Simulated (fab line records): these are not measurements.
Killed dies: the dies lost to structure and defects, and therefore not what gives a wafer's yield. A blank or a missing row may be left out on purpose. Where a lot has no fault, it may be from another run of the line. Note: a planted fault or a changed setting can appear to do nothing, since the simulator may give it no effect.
fab line records -- flow sky130
record: lots: 12, wafers: 36, last-day: 50
route steps=708 shown NWELL@34 DNWELL@43 PWDE@55 PAD_OPEN@708
lots with no fault: from the same line, run without faults
start-h: the number of hours between the record's first day and the start of the first shown wafer of the lot -- wait-h: hours from the lot's prior step to this one -- " as in the row above -- L1.1+2: a row that stands for several wafers -- - no value present, or no start provided -- * or withheld: withheld -- < > ~ a bound
route shown NAME@n: NAME is a module with steps in the file, n the number in the route of the first one -- usual: average and standard deviation across the fault-free wafers -- same: alike in all rows -- chamber/n: place in a boat -- sites: the reading at each site -- _std_site: their standard deviation -- _edge_site: the outer-site mean with the inner-site mean subtracted -- radius-mm: for every site, how far away it sits from the centre of the wafer -- mask NAME#n: copy n -- behind: tool/chamber where the wafer was last shaped -- hold: why the lot went on hold/how many hours it stayed there/how the hold came to an end -- device: names the non-switching transistor (n, p or np) -- end of line: tests of these same wafers at the route's end -- a step given without rows: its recipe and nothing more -- killed: dies lost to structure and defects at the first sort, not the wafer's yield -- map: per-die view of a wafer (x killed, . not killed, _ where there is no die)
set.NAME: the setting as run; set.NAME@STEP: as run at that earlier step -- model.NAME: the simulator's own value behind a step, which no gauge read
route steps across a sampled set of lots; one table per step, one row per wafer
services: from which hour (start-h, from the record's first day; less than 0 if before it) a tool's chamber was out of use, for how many hours, and why
== steps ==
step: SKY_NWELL_THK_MEAS_02
recipe: reads: SiO2_of_NWELL_OXIDATION_01
usual: NWELL_OXIDATION_THK: 10.02/0.16
lot.wafer,tool,chamber,start-h,wait-h,NWELL_OXIDATION_THK[nm]
L579.2,film-metro-03,-,37.33,0.0,10.08
L579.3,film-metro-03,-,37.33,0.0,10.03
L579.6,film-metro-03,-,37.33,0.0,10.11
L580.1,film-metro-02,-,43.11,0.0,10.32
L580.2,film-metro-02,-,43.11,0.0,10.13
L580.5,film-metro-02,-,43.11,0.0,10.28
L581.1,film-metro-03,-,49.20,0.0,10.17
L581.2,film-metro-03,-,49.20,0.0,10.14
L581.6,film-metro-03,-,49.20,0.0,10.32
L583.2,film-metro-03,-,56.37,0.0,9.72
L583.5,film-metro-03,-,56.37,0.0,9.78
L583.6,film-metro-03,-,56.37,0.0,9.81
L585.1,film-metro-03,-,67.57,0.0,9.72
L585.5,film-metro-03,-,67.57,0.0,9.69
L585.6,film-metro-03,-,67.57,0.0,10.02
L587.2,film-metro-03,-,80.14,0.0,10.17
L587.3,film-metro-03,-,80.14,0.0,9.99
L587.5,film-metro-03,-,80.14,0.0,9.95
L588.1,film-metro-02,-,84.54,0.1,10.06
L588.2,film-metro-02,-,84.54,0.1,9.98
L588.6,film-metro-02,-,84.54,0.1,9.98
L589.3,film-metro-03,-,88.70,0.0,10.09
L589.5,film-metro-03,-,88.70,0.0,10.06
L589.6,film-metro-03,-,88.70,0.0,10.04
L591.3,film-metro-03,-,98.21,0.0,9.94
L591.4,film-metro-03,-,98.21,0.0,9.82
L591.6,film-metro-03,-,98.21,0.0,9.99
L598.2,film-metro-01,-,136.57,0.0,9.88
L598.4,film-metro-01,-,136.57,0.0,9.95
L598.6,film-metro-01,-,136.57,0.0,10.10
L601.3,film-metro-02,-,156.59,0.0,9.82
L601.4,film-metro-02,-,156.59,0.0,9.89
L601.6,film-metro-02,-,156.59,0.0,10.04
L602.1,film-metro-01,-,158.87,0.0,10.22
L602.4,film-metro-01,-,158.87,0.0,10.09
L602.5,film-metro-01,-,158.87,0.0,10.10
step: SKY_DNWELL_STRIP_08
recipe: chemistry: O2/N2, power-w: 1400, pressure-mtorr: 1500, platen-temp-c: withheld, o2-flow-sccm: 3000, n2-flow-sccm: 300, overash-fraction: 0.5
usual: drypump-motor-current-A: 5.9/0.48, oes-product-au: 0.723/0.0046, strip-time-to-endpoint-s: 36.91/0.098
lot.wafer,tool,chamber,start-h,wait-h,drypump-motor-current-A,oes-product-au,rf-hours-counter-h,strip-time-to-endpoint-s
L579.2,plasma-asher-03,0,53.24,0.1,6.7,0.717,36,37.04
L579.3,plasma-asher-03,1,53.24,0.1,5.8,0.722,-,36.93
L579.6,plasma-asher-03,0,53.24,0.1,6.7,0.723,-,36.83
L580.1,plasma-asher-03,1,59.42,0.1,5.8,0.722,36,36.98
L580.2,plasma-asher-03,0,59.42,0.1,6.8,0.719,36,37.01
L580.5,plasma-asher-03,0,59.42,0.1,6.7,0.720,-,36.91
L581.1,plasma-asher-03,0,64.84,0.1,6.7,0.731,37,36.87
L581.2,plasma-asher-03,1,64.84,0.1,5.8,0.726,37,36.75
L581.6,plasma-asher-03,0,64.84,0.1,6.7,0.730,-,36.82
L583.2,plasma-asher-01,1,73.19,0.1,5.7,0.728,40,37.11
L583.5,plasma-asher-01,0,73.19,0.1,5.5,0.727,-,37.11
L583.6,plasma-asher-01,1,73.19,0.1,5.8,0.722,-,37.00
L585.1,plasma-asher-04,1,84.32,0.1,5.9,0.729,27,36.89
L585.5,plasma-asher-04,0,84.32,0.1,5.4,0.728,-,36.98
L585.6,plasma-asher-04,1,84.32,0.1,5.9,0.726,-,37.03
L587.2,plasma-asher-03,1,97.54,0.1,5.8,0.717,40,36.84
L587.3,plasma-asher-03,0,97.54,0.1,6.7,0.720,-,36.86
L587.5,plasma-asher-03,1,97.54,0.1,5.8,0.726,-,36.76
L588.1,plasma-asher-03,1,102.03,0.1,5.8,0.718,40,37.03
L588.2,plasma-asher-03,0,102.03,0.1,6.8,0.726,40,37.12
L588.6,plasma-asher-03,0,102.03,0.1,6.8,0.728,-,37.06
L589.3,plasma-asher-04,0,106.96,0.1,5.3,0.717,-,36.91
L589.5,plasma-asher-04,0,106.96,0.1,5.3,0.724,-,36.77
L589.6,plasma-asher-04,1,106.96,0.1,5.9,0.726,-,37.01
L591.3,plasma-asher-03,1,116.93,0.1,5.8,0.723,-,36.69
L591.4,plasma-asher-03,0,116.93,0.1,6.7,0.722,-,36.76
L591.6,plasma-asher-03,1,116.93,0.1,5.8,0.726,-,36.81
L598.2,plasma-asher-04,1,156.09,0.1,5.9,0.725,34,36.78
L598.4,plasma-asher-04,1,156.09,0.1,5.9,0.716,-,36.80
L598.6,plasma-asher-04,0,156.09,0.1,5.4,0.731,-,36.84
L601.3,plasma-asher-01,0,177.16,0.1,5.5,0.723,-,36.98
L601.4,plasma-asher-01,1,177.16,0.1,5.7,0.724,-,36.92
L601.6,plasma-asher-01,0,177.16,0.1,5.5,0.718,-,36.92
L602.1,plasma-asher-01,1,180.17,0.1,5.7,0.726,6,36.97
L602.4,plasma-asher-01,1,180.17,0.1,5.7,0.716,-,37.12
L602.5,plasma-asher-01,0,180.17,0.1,5.5,0.724,-,36.98
step: SKY_PWDE_TW_MEAS_10
usual: PWDE_TW: 373.6/2.6
lot.wafer,tool,chamber,start-h,wait-h,PWDE_TW
L579.2,film-metro-03,-,69.13,0.1,373.2
L579.3,film-metro-03,-,69.13,0.1,371.9
L579.6,film-metro-03,-,69.13,0.1,371.7
L580.1,film-metro-02,-,76.26,0.1,374.5
L580.2,film-metro-02,-,76.26,0.1,372.9
L580.5,film-metro-02,-,76.26,0.1,376.4
L581.1,film-metro-02,-,81.97,0.1,376.4
L581.2,film-metro-02,-,81.97,0.1,377.9
L581.6,film-metro-02,-,81.97,0.1,376.7
L583.2,film-metro-02,-,90.86,0.1,377.9
L583.5,film-metro-02,-,90.86,0.1,375.8
L583.6,film-metro-02,-,90.86,0.1,376.6
L585.1,film-metro-01,-,102.10,0.1,377.9
L585.5,film-metro-01,-,102.10,0.1,376.7
L585.6,film-metro-01,-,102.10,0.1,378.2
L587.2,film-metro-01,-,117.03,0.1,376.9
L587.3,film-metro-01,-,117.03,0.1,377.4
L587.5,film-metro-01,-,117.03,0.1,377.3
L588.1,film-metro-01,-,120.90,0.1,375.0
L588.2,film-metro-01,-,120.90,0.1,375.5
L588.6,film-metro-01,-,120.90,0.1,375.5
L589.3,film-metro-02,-,126.92,0.1,372.9
L589.5,film-metro-02,-,126.92,0.1,372.5
L589.6,film-metro-02,-,126.92,0.1,373.2
L591.3,film-metro-01,-,137.13,0.1,373.6
L591.4,film-metro-01,-,137.13,0.1,375.0
L591.6,film-metro-01,-,137.13,0.1,375.0
L598.2,film-metro-02,-,176.92,0.1,371.8
L598.4,film-metro-02,-,176.92,0.1,371.7
L598.6,film-metro-02,-,176.92,0.1,372.7
L601.3,film-metro-01,-,199.19,0.1,374.0
L601.4,film-metro-01,-,199.19,0.1,373.4
L601.6,film-metro-01,-,199.19,0.1,373.3
L602.1,film-metro-03,-,202.07,0.1,372.4
L602.4,film-metro-03,-,202.07,0.1,369.9
L602.5,film-metro-03,-,202.07,0.1,369.5
step: SKY_NWELL_EXPOSE_20
recipe: mask-id: NWM_COMPLEMENT, na: 0.6, source-shape: conventional, sigma-outer: 0.6, polarization: unpolarized, target-cd-nm: 840, dose-mj: 260
usual: exposure-dose-mJ-cm2: 259.99/0.29
lot.wafer,tool,chamber,start-h,wait-h,mask,exposure-dose-mJ-cm2
L579.2,iline-stepper-02,0,95.35,-,NWM_COMPLEMENT#0,260.04
L579.3,iline-stepper-02,0,95.35,-,NWM_COMPLEMENT#0,260.19
L579.6,iline-stepper-02,0,95.35,-,NWM_COMPLEMENT#0,259.77
L580.1,iline-stepper-02,0,103.49,-,NWM_COMPLEMENT#0,260.03
L580.2,iline-stepper-02,0,103.49,-,NWM_COMPLEMENT#0,260.02
L580.5,iline-stepper-02,0,103.49,-,NWM_COMPLEMENT#0,259.89
L581.1,iline-stepper-02,0,109.51,-,NWM_COMPLEMENT#0,260.12
L581.2,iline-stepper-02,0,109.51,-,NWM_COMPLEMENT#0,260.42
L581.6,iline-stepper-02,0,109.51,-,NWM_COMPLEMENT#0,259.89
L583.2,iline-stepper-02,0,119.33,-,NWM_COMPLEMENT#0,260.04
L583.5,iline-stepper-02,0,119.33,-,NWM_COMPLEMENT#0,259.82
L583.6,iline-stepper-02,0,119.33,-,NWM_COMPLEMENT#0,260.31
L585.1,iline-stepper-02,0,130.29,-,NWM_COMPLEMENT#0,260.03
L585.5,iline-stepper-02,0,130.29,-,NWM_COMPLEMENT#0,260.41
L585.6,iline-stepper-02,0,130.29,-,NWM_COMPLEMENT#0,260.12
L587.2,iline-stepper-02,0,147.35,-,NWM_COMPLEMENT#0,259.61
L587.3,iline-stepper-02,0,147.35,-,NWM_COMPLEMENT#0,259.31
L587.5,iline-stepper-02,0,147.35,-,NWM_COMPLEMENT#0,259.70
L588.1,iline-stepper-01,0,150.07,-,NWM_COMPLEMENT#0,260.67
L588.2,iline-stepper-01,0,150.07,-,NWM_COMPLEMENT#0,260.54
L588.6,iline-stepper-01,0,150.07,-,NWM_COMPLEMENT#0,260.57
L589.3,iline-stepper-02,0,157.11,-,NWM_COMPLEMENT#0,260.01
L589.5,iline-stepper-02,0,157.11,-,NWM_COMPLEMENT#0,260.28
L589.6,iline-stepper-02,0,157.11,-,NWM_COMPLEMENT#0,260.01
L591.3,iline-stepper-02,0,167.91,-,NWM_COMPLEMENT#0,259.74
L591.4,iline-stepper-02,0,167.91,-,NWM_COMPLEMENT#0,259.45
L591.6,iline-stepper-02,0,167.91,-,NWM_COMPLEMENT#0,259.84
L598.2,iline-stepper-01,0,210.10,-,NWM_COMPLEMENT#0,260.01
L598.4,iline-stepper-01,0,210.10,-,NWM_COMPLEMENT#0,260.26
L598.6,iline-stepper-01,0,210.10,-,NWM_COMPLEMENT#0,259.96
L601.3,iline-stepper-01,0,234.64,-,NWM_COMPLEMENT#0,259.52
L601.4,iline-stepper-01,0,234.64,-,NWM_COMPLEMENT#0,259.55
L601.6,iline-stepper-01,0,234.64,-,NWM_COMPLEMENT#0,259.61
L602.1,iline-stepper-01,0,237.66,-,NWM_COMPLEMENT#0,259.58
L602.4,iline-stepper-01,0,237.66,-,NWM_COMPLEMENT#0,259.69
L602.5,iline-stepper-01,0,237.66,-,NWM_COMPLEMENT#0,260.25
step: SKY_NWELL_OVL_MEAS_23
usual: NWELL_01_OVL: -1.2/1.5
lot.wafer,tool,chamber,start-h,wait-h,NWELL_01_OVL[nm]
L579.2,overlay-02,-,104.59,-,0.6
L579.3,overlay-02,-,104.59,-,0.3
L579.6,overlay-02,-,104.59,-,0.3
L580.1,overlay-01,-,112.58,-,-0.1
L580.2,overlay-01,-,112.58,-,-0.4
L580.5,overlay-01,-,112.58,-,-0.7
L581.1,overlay-01,-,118.89,-,1.4
L581.2,overlay-01,-,118.89,-,-0.9
L581.6,overlay-01,-,118.89,-,-0.6
L583.2,overlay-01,-,128.32,-,-2.5
L583.5,overlay-01,-,128.32,-,-1.9
L583.6,overlay-01,-,128.32,-,-1.5
L585.1,overlay-01,-,139.66,-,1.3
L585.5,overlay-01,-,139.66,-,2.2
L585.6,overlay-01,-,139.66,-,1.6
L587.2,overlay-02,-,157.30,-,-2.1
L587.3,overlay-02,-,157.30,-,-2.4
L587.5,overlay-02,-,157.30,-,-2.1
L588.1,overlay-02,-,159.84,-,-2.8
L588.2,overlay-02,-,159.84,-,-2.1
L588.6,overlay-02,-,159.84,-,-1.3
L589.3,overlay-01,-,167.43,-,172.1
L589.5,overlay-01,-,167.43,-,172.5
L589.6,overlay-01,-,167.43,-,173.2
L591.3,overlay-01,-,178.48,-,173.7
L591.4,overlay-01,-,178.48,-,173.4
L591.6,overlay-01,-,178.48,-,173.8
L598.2,overlay-02,-,221.90,-,1.5
L598.4,overlay-02,-,221.90,-,1.7
L598.6,overlay-02,-,221.90,-,1.3
L601.3,overlay-02,-,246.89,-,-0.5
L601.4,overlay-02,-,246.89,-,-1.9
L601.6,overlay-02,-,246.89,-,-1.2
L602.1,overlay-01,-,249.46,-,0.7
L602.4,overlay-01,-,249.46,-,0.1
L602.5,overlay-01,-,249.46,-,-1.2
step: SKY_PAD_OPEN_PROBE_99
usual: killed_at_M0_to_M3: 43/6.5, killed_at_M4_up: 3.2/1.9, killed-at-contacts: 25/5.5, killed-at-front-end: 14/4.2, killed-at-other: 0.2/0.44, killed-dies: 85/8.5, killed-on-rim: 16/3.3, killed-open: 47/7, killed-short: 39/6.3
same: gross-dies: 492, killed-at-back-side: 0
lot.wafer,tool,chamber,start-h,wait-h,killed_at_M0_to_M3,killed_at_M4_up,killed-at-contacts,killed-at-front-end,killed-at-other,killed-dies,killed-on-rim,killed-open,killed-short
L581.1,prober-02,-,1102.99,0.1,39,6,26,14,1,86,11,43,43
L581.2,prober-02,-,1103.04,0.1,39,5,35,18,0,97,21,66,31
L581.6,prober-02,-,1103.24,0.2,40,3,31,17,0,91,17,48,43
L583.2,prober-02,-,1109.39,0.1,34,5,19,14,0,72,14,36,36
L583.5,prober-02,-,1109.54,0.2,50,3,16,14,0,83,14,42,41
L583.6,prober-02,-,1109.59,0.2,40,3,23,16,0,82,21,38,44
L585.1,prober-02,-,1120.79,0.1,51,2,33,13,0,99,19,50,49
L585.5,prober-02,-,1120.99,0.2,38,4,35,8,0,85,13,49,36
L585.6,prober-02,-,1121.04,0.2,46,5,30,17,0,98,19,61,37
L589.3,prober-02,-,1147.81,0.2,48,4,25,12,0,89,19,44,45
L589.5,prober-02,-,1147.91,0.2,42,7,22,14,1,86,18,44,42
L589.6,prober-02,-,1147.96,0.2,53,1,17,7,0,78,16,44,34
L591.3,prober-02,-,1164.87,0.2,49,5,26,19,0,99,17,50,49
L591.4,prober-02,-,1164.92,0.2,40,5,25,12,0,82,14,43,39
L591.6,prober-02,-,1165.02,0.2,47,0,20,18,1,86,17,48,38
killed by level:class
L581.1 VIA1:geometric-particle:open=11 LI_CONTACT:geometric-particle:open=8 CONTACT:geometric-particle:open=8 METAL1:geometric-particle:short=7 CONTACT:geometric-particle:short=5 VIA3:geometric-particle:open=5 POLY_CUT:geometric-particle:short=4 LI_CONTACT:geometric-particle:short=4
L581.2 CONTACT:geometric-particle:open=18 VIA1:geometric-particle:open=13 LI_CONTACT:geometric-particle:open=10 VIA2:geometric-particle:open=6 FIELD_ISO:geometric-particle:short=5 POLY_GATE:geometric-particle:open=5 FIELD_ISO:geometric-particle:open=4 METAL3:geometric-particle:short=4
L581.6 VIA2:geometric-particle:open=11 CONTACT:geometric-particle:open=10 LI_CONTACT:geometric-particle:open=7 METAL2:geometric-particle:short=7 FIELD_ISO:geometric-particle:short=5 CONTACT:geometric-particle:short=5 METAL1:geometric-particle:short=5 FIELD_ISO:geometric-particle:open=4
L583.2 FIELD_ISO:geometric-particle:short=8 LI_CONTACT:geometric-particle:open=8 VIA1:geometric-particle:open=8 METAL1:geometric-particle:short=6 VIA2:geometric-particle:open=6 CONTACT:geometric-particle:open=5 METAL2:geometric-particle:short=5 METAL4:geometric-particle:short=4
L583.5 VIA1:geometric-particle:open=11 VIA2:geometric-particle:open=9 CONTACT:geometric-particle:open=7 METAL1:geometric-particle:short=5 VIA1:geometric-particle:short=5 VIA3:geometric-particle:open=5 POLY_GATE:geometric-particle:short=4 METAL2:geometric-particle:short=4
L583.6 VIA2:geometric-particle:open=9 LI_CONTACT:geometric-particle:open=8 METAL1:geometric-particle:short=8 POLY_GATE:geometric-particle:open=5 CONTACT:geometric-particle:short=5 CONTACT:geometric-particle:open=5 FIELD_ISO:geometric-particle:short=4 VIA1:geometric-particle:short=4
L585.1 CONTACT:geometric-particle:open=15 VIA1:geometric-particle:open=10 VIA2:geometric-particle:open=8 METAL2:geometric-particle:short=7 VIA3:geometric-particle:short=7 VIA2:geometric-particle:short=6 CONTACT:geometric-particle:short=5 LOCAL_INTERCONNECT:geometric-particle:short=5
L585.5 LI_CONTACT:geometric-particle:open=12 CONTACT:geometric-particle:short=8 VIA1:geometric-particle:open=8 CONTACT:geometric-particle:open=7 VIA3:geometric-particle:open=5 LI_CONTACT:geometric-particle:short=5 METAL2:geometric-particle:short=5 VIA2:geometric-particle:open=4
L585.6 LI_CONTACT:geometric-particle:open=13 VIA1:geometric-particle:open=10 VIA2:geometric-particle:open=10 VIA1:geometric-particle:short=6 LOCAL_INTERCONNECT:geometric-particle:short=5 CONTACT:geometric-particle:open=5 FIELD_ISO:geometric-particle:open=4 CONTACT:geometric-particle:short=4
L589.3 CONTACT:geometric-particle:open=11 VIA1:geometric-particle:open=9 METAL2:geometric-particle:short=8 VIA2:geometric-particle:open=7 METAL3:geometric-particle:short=5 POLY_GATE:geometric-particle:short=4 LI_CONTACT:geometric-particle:open=4 LOCAL_INTERCONNECT:geometric-particle:short=4
L589.5 VIA2:geometric-particle:open=9 VIA1:geometric-particle:open=8 CONTACT:geometric-particle:open=7 METAL1:geometric-particle:short=7 VIA3:geometric-particle:open=7 METAL4:geometric-particle:short=6 CONTACT:geometric-particle:short=5 POLY_GATE:geometric-particle:short=4
L589.6 CONTACT:geometric-particle:open=11 VIA1:geometric-particle:open=10 VIA3:geometric-particle:open=9 METAL1:geometric-particle:short=8 VIA2:geometric-particle:open=8 METAL2:geometric-particle:short=5 VIA1:geometric-particle:short=5 FIELD_ISO:geometric-particle:short=3
L591.3 VIA1:geometric-particle:open=12 CONTACT:geometric-particle:open=10 CONTACT:geometric-particle:short=8 METAL1:geometric-particle:short=8 VIA3:geometric-particle:open=6 VIA1:geometric-particle:short=6 VIA2:geometric-particle:open=6 FIELD_ISO:geometric-particle:open=5
L591.4 VIA1:geometric-particle:open=10 LI_CONTACT:geometric-particle:open=7 VIA3:geometric-particle:open=7 CONTACT:geometric-particle:open=6 VIA2:geometric-particle:open=5 LOCAL_INTERCONNECT:geometric-particle:short=5 METAL2:geometric-particle:short=5 LI_CONTACT:geometric-particle:short=4
L591.6 VIA1:geometric-particle:open=13 CONTACT:geometric-particle:open=9 VIA1:geometric-particle:short=9 VIA2:geometric-particle:open=7 VIA2:geometric-particle:short=5 VIA3:geometric-particle:open=5 FIELD_ISO:geometric-particle:short=4 LI_CONTACT:geometric-particle:open=4
== services ==
tool,chamber,start-h,hours,kind
plasma-asher-03,-,67.24,1.5,repair
plasma-asher-01,-,73.31,2.8,pm
plasma-asher-03,-,73.56,1.5,repair
iline-stepper-01,-,87.64,6.1,repair
iline-stepper-01,-,88.94,7.2,repair
plasma-asher-04,-,108.31,3.5,repair
plasma-asher-01,-,108.75,9.0,pm
plasma-asher-01,0,108.75,9.0,vent-cycle
plasma-asher-01,1,108.75,9.0,vent-cycle
plasma-asher-01,0,117.75,-,clean
plasma-asher-01,1,117.75,-,clean
iline-stepper-01,-,123.85,1.7,pm
iline-stepper-02,-,198.20,10.0,repair
iline-stepper-02,-,211.77,2.1,pm
iline-stepper-02,-,213.85,-,consumable-replace:lamp
== key ==
first-sign: step: SKY_NWELL_OVL_MEAS_23, reading: NWELL_01_OVL, direction: up, sigmas: 99+, usual: -1.2, struck: 173.1
effect none on later readings
met-at SKY_NWELL_EXPOSE_20
struck-lots L589,L591
tester-left-out L589,L591
not-acting-at SKY_NWELL_THK_MEAS_02,SKY_DNWELL_STRIP_08,SKY_PWDE_TW_MEAS_10
onset-between 147.35 157.11
fault: kind: scanner-matching-overlay, tool: iline-stepper-02, chamber: -, onset-h: 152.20, steps: SKY_NWELL_EXPOSE_20, offset: 173.93
tester-left-out: of these lots the tester's yield and bins aren't shown, on N5 and GAA mostly nor the transistor test; their killed dies are dies lost to structure and defects alone, not to doping, threshold or leakage, so they don't give the yield
